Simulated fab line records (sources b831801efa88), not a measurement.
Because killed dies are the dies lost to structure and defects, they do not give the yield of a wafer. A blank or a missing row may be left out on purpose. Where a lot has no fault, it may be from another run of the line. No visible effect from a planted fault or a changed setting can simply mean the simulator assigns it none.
A lot that was struck, set against a sound lot -- flow sfqLine -- 14 out of 325 route steps
Sound: wafers L284.1, L284.3, L284.5. The struck wafers were L296.1, L296.2, L296.5. The cause is named last.
Per side, at each step with rows, come the tool, then ch with its chambers, and then its first start. Under that, the readings that differ: sound wafers -- struck wafers -- difference of the means -- sigmas: that difference in standard deviations of wafers without a fault.
alike: readings whose means differ by less than 2 such deviations, and words and numbers that are the same on both sides. not compared: withheld readings, readings that some wafer has no value for, bounds like >300 that may hide the same value, and numbers for which the record gives no deviation and whose values overlap.
The two part at a step that has a row with sigmas, a row that says differs or no value, or rows on one side only. Numbers that don't overlap but have no deviation are shown without sigmas and don't part them. A reading that every wafer of one side lacks parts them only if that side has two wafers or more.

first, 4 steps without rows for these wafers: SFQ_TRILAYER_I5_LITHO_SOFTBAKE_148; SFQ_TRILAYER_I5_LITHO_EXPOSE_145 (exposes mask I5, target cd 700 nm); SFQ_TRILAYER_I5_LITHO_PEB_147 (peb time 60 s); SFQ_TRILAYER_I5_LITHO_DEVELOP_146 (time 60 s).
SFQ_I5_OVL_MEAS_936:
  sound on overlay-02 at day 67 19:07; struck on overlay-02 at day 69 11:43
reading,sound,struck,difference,sigmas
I5_OVL (nm),-6 2 -5,11 11 12,+14,+2
SFQ_TRILAYER_I5_BARC_OPEN_VIA_ETCH_200: etches BARC in O2, target depth 125 nm, time 41.7 s.
  sound on rieDiel-01 ch 0,2,3, day 67 19:09; struck on rieDiel-02 ch 2,3, day 69 11:45
  alike: drypumpMotorCurrentA, oesProductAu
  not compared: rfHoursCounterH
SFQ_TRILAYER_I5_ETCH_VIA_ETCH_147: etches the open film in CHF3, stops on Nb, target depth 360 nm.
  sound on rieDiel-01 ch 0,2,3, day 67 19:11; struck on rieDiel-02 ch 2,3, day 69 11:47
  alike: drypumpMotorCurrentA, oesProductAu
SFQ_TRILAYER_I5_STRIP_STRIP_148: strips in O2.
  sound on rieMetal-02 ch 0, day 67 19:20; struck on rieMetal-02 ch 0,1, day 69 11:56
  alike: drypumpMotorCurrentA, oesProductAu
  not compared: rfHoursCounterH
then, 4 steps without rows for these wafers: SFQ_TRILAYER_I5_STRIP_SOLV_CLEAN_149 (cleans in NMP, time 600 s); SFQ_TRILAYER_C5_LITHO_COAT_156 (resist thk 62 nm); SFQ_TRILAYER_C5_LITHO_COAT_151 (resist thk 650 nm); SFQ_TRILAYER_C5_LITHO_SOFTBAKE_155.
SFQ_TRILAYER_C5_LITHO_EXPOSE_152: exposes mask C5, target cd 500 nm.
  sound on krfScanner-01 ch 0, day 68 03:58; struck on krfScanner-01, day 69 23:19
  no value came back on the struck wafers for exposureDoseMJCm2, focusOffsetNm (nm); on the sound wafers exposureDoseMJCm2 reads 21.322 21.300 21.291
  alike: mask
then, 1 step without rows for these wafers: SFQ_TRILAYER_C5_LITHO_PEB_154 (peb time 60 s).

WHERE THEY PART
Last at SFQ_TRILAYER_C5_LITHO_EXPOSE_152 as far as this record goes, first at SFQ_I5_OVL_MEAS_936.

WHY: what the simulator had put in
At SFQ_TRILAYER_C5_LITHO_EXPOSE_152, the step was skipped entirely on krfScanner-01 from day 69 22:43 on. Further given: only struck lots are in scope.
